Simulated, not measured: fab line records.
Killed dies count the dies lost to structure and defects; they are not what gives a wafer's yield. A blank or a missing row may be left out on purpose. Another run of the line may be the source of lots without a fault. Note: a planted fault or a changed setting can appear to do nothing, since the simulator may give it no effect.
Which tool was responsible? ; flow gf180mcu ; 12 lots with 34 wafers sampled at 5 steps, on a route of 602 steps

## WHAT THE GAUGES SHOWED, per wafer
GF_M4_RS_MEAS_05: measures by four-point-probe. Usual: M4_ALCU_RS gives 0.0698 ohm/sq (standard deviation 0.0009).
lot;measured;on;M4_ALCU_RS (ohm/sq);flag
L776;day 22 12:52;film_metro-01;0.0703 0.0710 0.0709;
L777;day 22 18:25;film_metro-04;0.0698 0.0697 0.0704;
L778;day 23 05:32;film_metro-01;0.0704 0.0699 0.0706;
L779;day 23 09:36;film_metro-02;0.0702 0.0702 0.0696;
L780;day 24 02:40;film_metro-02;0.0695 0.0700 0.0690;
L781;day 24 03:20;film_metro-04;0.0692 0.0698 0.0702;
L782;day 24 13:23;film_metro-02;0.0682 0.0688 0.0693;
L785;day 25 13:47;film_metro-01;0.0700 0.0703 0.0706;
L788;day 26 15:04;film_metro-04;0.0695 0.0696;
L789;day 26 20:19;film_metro-02;0.0712 0.0704;
L797;day 29 13:10;film_metro-02;0.0673 0.0673 0.0676;
L799;day 30 01:54;film_metro-02;0.0706 0.0699 0.0705;

GF_V4_CD_MEAS_14: target cd 260 nm. Usual: cd_nm at 259.9 nm, with a standard deviation of 1.5.
lot;measured;on;cd_nm (nm);flag
L776;day 24 11:14;cd_sem-01;257.9 259.9 258.4;
L777;day 24 16:49;cd_sem-02;258.7 259.2 258.3;
L778;day 25 01:54;cd_sem-02;259.9 260.4 260.7;
L779;day 25 07:32;cd_sem-02;259.9 259.0 260.5;
L780;day 25 23:37;cd_sem-01;260.0 258.1 258.8;
L781;day 25 23:45;cd_sem-02;259.3 259.5 258.2;
L782;day 26 08:40;cd_sem-02;258.4 258.3 257.0;
L785;day 27 08:17;cd_sem-01;258.5 259.9 258.8;
L788;day 28 13:12;cd_sem-01;261.0 265.8 261.0 265.6;
L789;day 28 13:20;cd_sem-02;261.1 264.8;
L797;day 31 03:47;cd_sem-02;260.4 259.7 259.7;
L799;day 31 13:58;cd_sem-01;261.0 260.7 261.7;

## EACH LOT AND THE TOOL THAT RAN IT (in order: tool; ch and the chambers of the sampled wafers; start)
lot;GF_V3_SPUTTER_21;GF_M4_STRIP_17;GF_V4_EXPOSE_11
L776;pvd_sputter-04, day 22 11:56;plasma_asher-01 ch 0,1, day 23 11:44;krf_scanner-01 ch 0, day 24 00:47
L777;pvd_sputter-01, day 22 17:28;plasma_asher-04 ch 0,1, day 23 17:28;krf_scanner-01 ch 0, day 24 06:02
L778;pvd_sputter-02, day 23 04:37;plasma_asher-01 ch 0,1, day 24 03:49;krf_scanner-02 ch 0, day 24 15:37
L779;pvd_sputter-04, day 23 08:41;plasma_asher-01 ch 0,1, day 24 08:52;krf_scanner-02 ch 0, day 24 21:23
L780;pvd_sputter-01, day 24 01:44;plasma_asher-01 ch 0,1, day 25 01:08;krf_scanner-01 ch 0, day 25 12:53
L781;pvd_sputter-04, day 24 02:25;plasma_asher-02 ch 0,1, day 25 01:28;krf_scanner-02 ch 0, day 25 13:28
L782;pvd_sputter-01, day 24 12:26;plasma_asher-01 ch 0,1, day 25 11:04;krf_scanner-02 ch 0, day 25 22:44
L785;pvd_sputter-02, day 25 12:50;plasma_asher-02 ch 0,1, day 26 10:55;krf_scanner-02 ch 0, day 26 22:44
L788;pvd_sputter-02, day 26 14:10;plasma_asher-02 ch 0,1, day 27 11:50;krf_scanner-02 ch 0, day 28 03:08
L789;pvd_sputter-04, day 26 19:25;plasma_asher-01 ch 1, day 27 16:22;krf_scanner-02 ch 0, day 28 03:16
L797;pvd_sputter-01, day 29 12:14;plasma_asher-04 ch 0,1, day 30 07:20;krf_scanner-01 ch 0, day 30 18:43
L799;pvd_sputter-02, day 30 00:58;plasma_asher-02 ch 0,1, day 30 19:18;krf_scanner-02 ch 0, day 31 05:55
- GF_V3_SPUTTER_21: material Ti, target thk 15 nm, time 80.02 s.
- GF_M4_STRIP_17: strips in O2/N2.
- GF_V4_EXPOSE_11: exposes mask Via4, target cd 260 nm.

## WHAT THE TOOLS THEMSELVES READ (means of the sampled wafers that have a number; where no wafer has one, the mark that the record gives instead)
GF_V3_SPUTTER_21. Usual: throttle_valve_pct at 30.1 %, with a standard deviation of 1.1.
lot;tool;throttle_valve_pct (%);flag
L776;pvd_sputter-04;30.7;
L777;pvd_sputter-01;30.4;
L778;pvd_sputter-02;30.7;
L779;pvd_sputter-04;30.3;
L780;pvd_sputter-01;30.4;
L781;pvd_sputter-04;30.5;
L782;pvd_sputter-01;30.3;
L785;pvd_sputter-02;29.7;
L788;pvd_sputter-02;30.8;
L789;pvd_sputter-04;30.9;
L797;pvd_sputter-01;30.6;
L799;pvd_sputter-02;30.7;

GF_M4_STRIP_17. Usual: drypump_motor_current_A 5.9 A, standard deviation 0.31; heater_power_w 332 W, standard deviation 26; oes_product_au 0.538 a.u., standard deviation 0.0051; strip_time_to_endpoint_s 7.39 s, standard deviation 0.064.
lot;tool;drypump_motor_current_A (A);heater_power_w (W);oes_product_au (a.u.);strip_time_to_endpoint_s (s);flag
L776;plasma_asher-01;5.5;341;0.539;7.39;
L777;plasma_asher-04;6.1;325;0.536;7.32;
L778;plasma_asher-01;5.7;323;0.536;7.36;
L779;plasma_asher-01;5.7;319;0.541;7.55;
L780;plasma_asher-01;5.7;314;0.540;7.37;
L781;plasma_asher-02;6.2;332;0.534;7.43;
L782;plasma_asher-01;5.7;318;0.543;7.50;
L785;plasma_asher-02;6.2;332;0.533;7.37;
L788;plasma_asher-02;6.2;331;0.528;7.38;
L789;plasma_asher-01;5.4;372;0.544;7.52;
L797;plasma_asher-04;6.0;334;0.537;7.38;
L799;plasma_asher-02;6.2;337;0.539;7.34;

## THE ANSWER, worked out from the rows above alone
Rule: a lot is off if the mean of its wafers that have a number lies more than 3 standard deviations from the usual mean. Also off: a lot with no number at a reading for which 4 or more lots have one. All remaining lots with rows at the step are treated as sound. Order of review: gauges by route order, followed by the tools' own readings, for which a lot's mean as printed above is used. The first step at which some lot is off is used, and at that step the reading that is off furthest; a lot without a number counts as furthest.
None of the lots is off at any reading shown; this tells nothing.

## WHAT THE SIMULATOR PUT IN
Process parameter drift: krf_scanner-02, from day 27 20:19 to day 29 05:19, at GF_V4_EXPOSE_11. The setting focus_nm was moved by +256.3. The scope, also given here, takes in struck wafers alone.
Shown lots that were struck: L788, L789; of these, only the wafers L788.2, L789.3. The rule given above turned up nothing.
